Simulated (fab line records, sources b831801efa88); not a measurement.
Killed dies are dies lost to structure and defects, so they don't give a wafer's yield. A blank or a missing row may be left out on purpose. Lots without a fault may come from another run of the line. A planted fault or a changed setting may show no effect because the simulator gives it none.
A struck lot beside a sound one | flow sky130 | 15 steps out of a route of 708
Sound: wafers L329.1, L329.4, L329.5. Struck: wafer L338.6. (L338.3, L338.5 of the same lot were not struck and are left out.) The cause comes at the end.
At each step with rows: each side's tool, then ch and its chambers, then its first start. Under that, the readings that differ: sound wafers | struck wafers | difference of the means | sigmas: that difference in standard deviations of wafers without a fault.
alike: readings whose means differ by less than 2 such deviations, and words and numbers that are the same on both sides. not compared: withheld readings, readings that some wafer has no value for, bounds like >300 that may hide the same value, and numbers for which the record gives no deviation and whose values overlap.
The two part at a step that has a row with sigmas, a row that says differs or no value, or rows on one side only. Numbers that don't overlap but have no deviation are shown without sigmas and don't part them. A reading that every wafer of one side lacks parts them only if that side has two wafers or more.

SKY_METAL5_SPUTTER_04: material TiN, target thk 70 nm, time 58.3 s.
  sound on pvd_sputter-03, day 45 01:28; struck on pvd_sputter-02, day 47 05:49
  alike: throttle_valve_pct
SKY_METAL5_RS_MEAS_05: measures by four-point-probe.
  sound on film_metro-04, day 45 01:31; struck on film_metro-03, day 47 05:55
  alike: METAL5_ALCU_RS
SKY_METAL5_THK_MEAS_06: measures by xrf.
  sound on film_metro-04, day 45 01:38; struck on film_metro-03, day 47 06:01
  alike: METAL5_ALCU_THK
then, 7 steps without rows for these wafers: SKY_METAL5_DEHYDRATE_07 (time 60 s); SKY_METAL5_HMDS_08 (prime time 60 s); SKY_METAL5_COAT_09 (resist thk 1800 nm); SKY_METAL5_SOFTBAKE_10 (time 60 s); SKY_METAL5_EXPOSE_11 (exposes mask MM5, target cd 1600 nm); SKY_METAL5_PEB_12; SKY_METAL5_DEVELOP_13 (develop time 60 s).
SKY_METAL5_DESCUM_14: chemistry O2, time 11 s.
  sound on rie_metal-03 ch 0, day 45 23:07; struck on rie_metal-01 ch 1, day 48 01:43
  alike: drypump_motor_current_A, oes_product_au
  not compared: rf_hours_counter_h
SKY_METAL5_METAL_ETCH_15: etches the open film in Cl2/BCl3, stops on SiO2, target depth 1260 nm, time 252 s.
  sound on rie_metal-03 ch 0, day 45 23:10; struck on rie_metal-01 ch 1, day 48 01:49
  alike: bias_w, drypump_motor_current_A, oes_product_au, throttle_valve_pct
  not compared: rf_hours_counter_h
SKY_METAL5_STRIP_16: strips in O2/N2.
  sound on plasma_asher-03 ch 0,1, day 45 23:23; struck on plasma_asher-04 ch 1, day 48 02:00
  reading                      | sound             | struck | difference | sigmas
  oes_product_au (a.u.)        | 0.711 0.706 0.711 | 0.733  | +0.024     | +5
  strip_time_to_endpoint_s (s) | 13.04 13.03 13.07 | 12.59  | -0.46      | -4
  alike: drypump_motor_current_A, o2_flow_sccm
  not compared: rf_hours_counter_h
then, 1 step without rows for these wafers: SKY_METAL5_STRIP_17 (strips in post etch residue remover, time 1200 s).
SKY_PAD_OPEN_PROBE_99:
  sound on prober-01, day 47 20:25; struck on prober-02, day 49 18:31
  alike: defect_limited_yield, killed_at_M0_to_M3, killed_at_M4_up, killed_at_contacts, killed_at_front_end, killed_at_other, killed_dies, killed_open, killed_short, sort_bin_3_pad_short, sort_bin_5_function, sort_bin_6_memory, sort_n_pass, sort_yield_pct

WHERE THEY PART
Only at SKY_METAL5_STRIP_16, within this record. Later steps at which nothing parts them and some readings are alike: SKY_PAD_OPEN_PROBE_99.

WHY: what the simulator had put in
Process parameter drift: plasma_asher-04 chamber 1, from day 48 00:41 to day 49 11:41, at SKY_METAL5_STRIP_16. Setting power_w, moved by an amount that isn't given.
